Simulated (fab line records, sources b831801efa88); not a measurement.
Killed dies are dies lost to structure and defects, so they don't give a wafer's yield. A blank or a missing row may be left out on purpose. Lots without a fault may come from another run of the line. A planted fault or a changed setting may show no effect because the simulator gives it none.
Which tool did it? | flow sfq_line | 16 lots, 48 wafers sampled, at 2 steps of a route of 325

WHAT THE GAUGES READ, wafer by wafer
SFQ_M2_RS_MEAS_914: measures by four-point-probe.
lot  | measured     | on            | M2_NB_RS (ohm/sq)
L908 | day 15 11:31 | film_metro-03 | 0.904 0.894 0.903
L909 | day 15 13:54 | film_metro-03 | 0.907 0.880 0.909
L910 | day 15 21:07 | film_metro-01 | 0.908 0.897 0.893
L911 | day 16 08:30 | film_metro-03 | 0.895 0.874 0.873
L912 | day 16 20:59 | film_metro-03 | 0.883 0.883 0.889
L913 | day 17 03:34 | film_metro-03 | 0.894 0.894 0.896
L914 | day 17 09:31 | film_metro-04 | 0.878 0.868 0.882
L915 | day 17 18:32 | film_metro-01 | 0.896 0.896 0.895
L917 | day 18 13:05 | film_metro-04 | 0.893 0.887 0.887
L918 | day 18 19:01 | film_metro-03 | 0.893 0.901 0.893
L919 | day 18 21:25 | film_metro-01 | 0.881 0.885 0.889
L921 | day 19 10:37 | film_metro-04 | 0.887 0.889 0.888
L924 | day 20 13:47 | film_metro-01 | 1.073 1.054 1.060
L925 | day 21 01:49 | film_metro-04 | 1.052 1.048 1.063
L926 | day 21 07:46 | film_metro-01 | 1.076 1.075 1.065
L927 | day 21 22:11 | film_metro-04 | 1.056 1.045 1.058

WHICH TOOL RAN EACH LOT (tool, then ch and the chambers of the sampled wafers, then the start)
lot  | SFQ_TRILAYER_M2_DEP_SPUTTER_055
L908 | pvd_sputter-06, day 15 11:25
L909 | pvd_sputter-03, day 15 13:49
L910 | pvd_sputter-06, day 15 21:01
L911 | pvd_sputter-03, day 16 08:25
L912 | pvd_sputter-03, day 16 20:50
L913 | pvd_sputter-05, day 17 03:26
L914 | pvd_sputter-03, day 17 09:26
L915 | pvd_sputter-06, day 17 18:26
L917 | pvd_sputter-06, day 18 12:56
L918 | pvd_sputter-06, day 18 18:56
L919 | pvd_sputter-06, day 18 21:20
L921 | pvd_sputter-05, day 19 10:32
L924 | pvd_sputter-06, day 20 13:41
L925 | pvd_sputter-06, day 21 01:41
L926 | pvd_sputter-06, day 21 07:41
L927 | pvd_sputter-06, day 21 22:05
- SFQ_TRILAYER_M2_DEP_SPUTTER_055: material Nb, target thk 200 nm, time 133.3 s.

WHAT THE TOOLS THEMSELVES READ (means of the sampled wafers that have a number; where no wafer has one, the mark that the record gives instead)
SFQ_TRILAYER_M2_DEP_SPUTTER_055.
lot  | tool           | throttle_valve_pct (%)
L908 | pvd_sputter-06 | 29.2
L909 | pvd_sputter-03 | 29.6
L910 | pvd_sputter-06 | 29.3
L911 | pvd_sputter-03 | 30.0
L912 | pvd_sputter-03 | 30.8
L913 | pvd_sputter-05 | 31.0
L914 | pvd_sputter-03 | 30.6
L915 | pvd_sputter-06 | 30.1
L917 | pvd_sputter-06 | 29.1
L918 | pvd_sputter-06 | 29.5
L919 | pvd_sputter-06 | 28.7
L921 | pvd_sputter-05 | 31.0
L924 | pvd_sputter-06 | 29.5
L925 | pvd_sputter-06 | 30.3
L926 | pvd_sputter-06 | 29.4
L927 | pvd_sputter-06 | 29.2

THE ANSWER, worked out from the rows above alone
Rule: what is usual is taken from the lots themselves. Put in order of their means at a reading, lots are off if they are a third of the lots or fewer, leave a main group of 4 or more, and stand apart from it by a gap of 3 or more times the standard deviation of the main group's means; of several such gaps the widest counts. A main group whose means are all the same, to the digits that the tables above print for the reading, isn't used. A lot without any number at a reading at which 4 lots or more have one is off too. The other lots that the step has rows for count as sound. The gauges are gone through in route order, then the tools' own readings, and for those a lot's mean is taken as printed above. The first step at which some lot is off is used, and at that step the reading that is off furthest; a lot without a number counts as furthest.
Off: L924, L925, L926, L927, at SFQ_M2_RS_MEAS_914 (M2_NB_RS). The main group: mean 0.891 ohm/sq, standard deviation 0.0076.
A tool fits if, at a process step before that reading, it ran every lot that is off, and no sound lot after the first of them. The gauges at SFQ_M2_RS_MEAS_914 are tried like those tools. One fits: pvd_sputter-06 at SFQ_TRILAYER_M2_DEP_SPUTTER_055. Its last sound lot is L919 (day 18 21:20), its first lot that is off L924 (day 20 13:41): a fault that began between those two fits.

WHAT THE SIMULATOR HAD PUT IN
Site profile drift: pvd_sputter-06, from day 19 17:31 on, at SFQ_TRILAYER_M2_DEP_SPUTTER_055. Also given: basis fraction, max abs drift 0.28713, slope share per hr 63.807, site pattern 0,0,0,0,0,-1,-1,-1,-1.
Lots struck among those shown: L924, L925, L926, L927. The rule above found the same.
